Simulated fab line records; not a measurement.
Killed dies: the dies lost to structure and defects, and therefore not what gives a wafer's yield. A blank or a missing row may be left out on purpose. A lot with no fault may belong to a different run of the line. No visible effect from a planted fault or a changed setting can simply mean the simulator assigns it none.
2 desks looking at one fault -- flow sfq line -- every desk sees just its own numbers, and what lay behind them comes last

AT THE METROLOGY DESK
Lot by lot, what the gauges showed, no matter which tool ran the lot: averages of those sampled wafers that carry a number. A lot is out of limits, marked OUT, if its mean lies more than 4 standard deviations from the usual mean; the brackets give that distance.
Columns: A = M3_NB_RS at SFQ_M3_RS_MEAS_919, usual 0.889 ohm/sq; B = M3_OVL at SFQ_M3_OVL_MEAS_921, usual 1 nm
lot,first seen here,A,B
L921,day 45 09:58,0.893,-9
L925,day 46 18:20,0.890,9
L932,day 50 13:08,0.893,-2
L933,day 50 17:56,0.875,2
L935,day 51 04:43,0.868,2
L941,day 52 21:38,0.902,-6
This desk's verdict: no lot among the 6 shows anything out of limits.

DESK OF THE TOOL OWNER: rie metal-03
The tool's own readings at SFQ_TRILAYER_M3_BARC_OPEN_METAL_ETCH_100 (etches BARC in O2, target depth 125 nm, time 41.7 s): means of the sampled wafers that have a number, for each lot that ran on this tool. A lot is out of limits, marked OUT, if its mean lies more than 4 standard deviations from the usual mean; the brackets give that distance.
Columns: A = drypump motor current A at SFQ_TRILAYER_M3_BARC_OPEN_METAL_ETCH_100, usual 5.9 A; B = oes product au at SFQ_TRILAYER_M3_BARC_OPEN_METAL_ETCH_100, usual 0.685 a.u.
lot,first seen here,A,B
L921,day 45 12:45,5.2,0.684
L932,day 50 15:35,5.7,0.684
L933,day 50 20:38,5.7,0.677
This desk's verdict: no lot among the 3 shows anything out of limits.

PUT TOGETHER
At the metrology desk, nothing out of limits was observed.
The tool owner's desk saw nothing out of limits.

WHAT THE SIMULATOR PUT IN
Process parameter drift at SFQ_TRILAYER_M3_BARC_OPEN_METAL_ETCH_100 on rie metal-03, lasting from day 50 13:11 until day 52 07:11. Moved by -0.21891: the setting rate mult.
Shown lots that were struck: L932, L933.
